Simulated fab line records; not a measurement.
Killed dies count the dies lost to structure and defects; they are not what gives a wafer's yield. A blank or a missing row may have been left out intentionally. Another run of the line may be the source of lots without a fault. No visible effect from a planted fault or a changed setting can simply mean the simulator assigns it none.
Code-filled problem report in 8D (eight disciplines) form :: flow gf180mcu :: the parts of the form that need people (team, actions taken, sign-off) are left out

1. WHAT IS WRONG
V3_CVD_00_THK at GF_V3_THK_MEAS_01 reads a mean of 903 nm on 2 wafers of 1 lot; wafers without a fault read 601 nm with a standard deviation of 6.9. That puts it +44 standard deviations away from the usual mean.
Seen first at day 28 05:19 on film_metro-02, wafer L994.2. The record has a number at this step for 36 wafers belonging to 12 lots. The rule behind "out" and "out of limits": a value lying over 4 standard deviations away from the usual mean. The other wafers with a number count as sound.

2. WHAT IT IS AND WHAT IT IS NOT
question: which readings at this step
is: V3_CVD_00_THK
is not: -

question: which lots
is: L994
is not: L974, L975, L976, L978, L980, L982, L983, L985, L986, L996, L997

question: which wafers of those lots
is: L994.2, L994.4
is not: L994.3

question: read on which gauges
is: film_metro-02
is not: film_metro-03, film_metro-04

question: when
is: from day 28 05:19
is not: up to then (28 sound wafers); but 6 sound wafers of L996, L997 came after

3. SUSPECTS, AND WHAT RULES EACH OUT
Counting: if a tool at a process step up to the reading ran every lot that is out, it stays a suspect. Sound lots after the first of them don't rule it out here, since some wafers of a struck lot are sound.
- ruled out: the gauge at GF_V3_THK_MEAS_01. All the wafers that are out were read on film_metro-02, but those of them that GF_V3_CVD_00 has rows for are out there too, on other tools.
- hdpcvd-02 at GF_V3_CVD_00 (deposits SiO2, target thk 600 nm, time 100 s): kept. It ran the lot that is out, L994 (day 28 05:14); its last sound lot up to then is L986 (day 26 00:49). Out on those wafers are its own readings of sih4_flow_sccm.
- The sound lot-mates ran in chamber 1 of hdpcvd-02 at GF_V3_CVD_00, but the wafers that are out ran in chamber 0.
Remaining after the count: hdpcvd-02 at GF_V3_CVD_00.

4. THE CAUSE (what the simulator had put in)
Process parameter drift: hdpcvd-02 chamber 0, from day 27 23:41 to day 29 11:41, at GF_V3_CVD_00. A move of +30 in setting sih4_flow_sccm, from 60. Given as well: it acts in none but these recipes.
This tool alone remained once counting was done.

5. THE EFFECT CHAIN, in route order
One row per reading whose mean, taken over the struck wafers that have a number, lies over 3 standard deviations from the usual. Scope: only readings with a usual standard deviation given in the record; hours: median across lots of the time from each lot's start at the first step in this table that gives one to its start at this step; sigmas: change in usual standard deviations.
hours: 0
step: GF_V3_CVD_00
reading: sih4_flow_sccm
usual: 59.98 sccm
on struck wafers: 90.04
change: +30.06
sigmas: +99 or more

hours: 0
step: GF_V3_THK_MEAS_01
reading: V3_CVD_00_THK
usual: 601 nm
on struck wafers: 903
change: +302
sigmas: +44
Its process steps:
- GF_V3_CVD_00: deposits SiO2, target thk 600 nm, time 100 s.
Later measuring or inspecting steps at which every struck wafer that the step has a row for has a number for every such reading, and none has moved that far: GF_MIM_RS_MEAS_10.

6. WHAT WOULD HAVE CAUGHT IT SOONER
The first out-of-limits reading at a measuring or inspecting step in this record came at day 28 05:19, 6 hours after the fault's start at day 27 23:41.
The tool's own readings at GF_V3_CVD_00 were out on every struck wafer that the step has a row for (sih4_flow_sccm): an alarm limit on them would have fired on the first of those.
The start of GF_V3_CVD_00 on hdpcvd-02 came by day 28 05:19 for every one of the lots that are out (1). Had the tool been put on hold then, not one of them would have been saved.
